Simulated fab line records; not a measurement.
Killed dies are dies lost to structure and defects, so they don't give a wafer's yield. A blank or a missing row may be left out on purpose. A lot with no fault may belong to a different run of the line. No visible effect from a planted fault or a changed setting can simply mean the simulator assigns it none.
Chamber matching / flow gf180mcu / 4 sister chambers for GF_CONTACT_CMP_27 on cmp-01
The step polishes, stops on SiO2, t overpolish 15 s, target thk 0 nm. 8 wafers are shown with their chamber, then 12 later ones without.

EACH WAFER AND ITS CHAMBER
wafer=L081.6; chamber=2; motor_current_A (A)=9.5; overpolish_run_s (s)=14.984
wafer=L085.4; chamber=2; motor_current_A (A)=9.1; overpolish_run_s (s)=15.016
wafer=L087.3; chamber=3; motor_current_A (A)=9.3; overpolish_run_s (s)=14.999
wafer=L089.4; chamber=1; motor_current_A (A)=12.1; overpolish_run_s (s)=14.990
wafer=L089.6; chamber=0; motor_current_A (A)=12.1; overpolish_run_s (s)=15.006
wafer=L090.3; chamber=1; motor_current_A (A)=11.2; overpolish_run_s (s)=15.001
wafer=L090.4; chamber=3; motor_current_A (A)=9.1; overpolish_run_s (s)=15.010
wafer=L090.6; chamber=0; motor_current_A (A)=12.7; overpolish_run_s (s)=14.991

WAFERS WHOSE CHAMBER IS MISSING
wafer=L092.2; motor_current_A (A)=11.8; overpolish_run_s (s)=15.000
wafer=L092.4; motor_current_A (A)=9.0; overpolish_run_s (s)=15.004
wafer=L092.6; motor_current_A (A)=12.5; overpolish_run_s (s)=14.999
wafer=L094.1; motor_current_A (A)=11.8; overpolish_run_s (s)=14.995
wafer=L094.5; motor_current_A (A)=8.8; overpolish_run_s (s)=15.007
wafer=L094.6; motor_current_A (A)=12.1; overpolish_run_s (s)=15.008
wafer=L096.1; motor_current_A (A)=8.8; overpolish_run_s (s)=14.992
wafer=L096.3; motor_current_A (A)=12.9; overpolish_run_s (s)=15.001
wafer=L096.6; motor_current_A (A)=9.6; overpolish_run_s (s)=14.988
wafer=L097.1; motor_current_A (A)=12.8; overpolish_run_s (s)=15.002
wafer=L097.2; motor_current_A (A)=9.2; overpolish_run_s (s)=15.003
wafer=L097.3; motor_current_A (A)=12.1; overpolish_run_s (s)=15.007

EACH ONE'S CHAMBER
wafer=L092.2; from the rows above=can't be placed: 1 or 0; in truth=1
wafer=L092.4; from the rows above=can't be placed: 3 or 2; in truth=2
wafer=L092.6; from the rows above=can't be placed: 0 or 1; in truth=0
wafer=L094.1; from the rows above=can't be placed: 1 or 0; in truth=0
wafer=L094.5; from the rows above=can't be placed: 3 or 2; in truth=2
wafer=L094.6; from the rows above=can't be placed: 0 or 1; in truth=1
wafer=L096.1; from the rows above=can't be placed: 3 or 2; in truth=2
wafer=L096.3; from the rows above=can't be placed: 0 or 1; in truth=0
wafer=L096.6; from the rows above=can't be placed: 2 or 3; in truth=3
wafer=L097.1; from the rows above=can't be placed: 0 or 1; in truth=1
wafer=L097.2; from the rows above=can't be placed: 3 or 2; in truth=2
wafer=L097.3; from the rows above=can't be placed: 0 or 1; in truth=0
Correct placement for 0 of the 12. From these rows, 12 cannot be placed; in 12 the true chamber is one of the candidates. Wrongly placed: 0.
How it was worked out, from the rows above alone: a wafer's distance from a chamber is the root of the sum, over the readings, of the square of ((its reading less the chamber's mean) divided by the reading's scatter). The wafer belongs to the nearest chamber; if the next one is less than 2 further off, it can't be placed. A chamber's mean is the mean of its shown wafers. How the scatter is found: for the shown wafers, subtract from each reading the mean of its chamber, square and add these, divide the total by (wafers less chambers), then take the root.
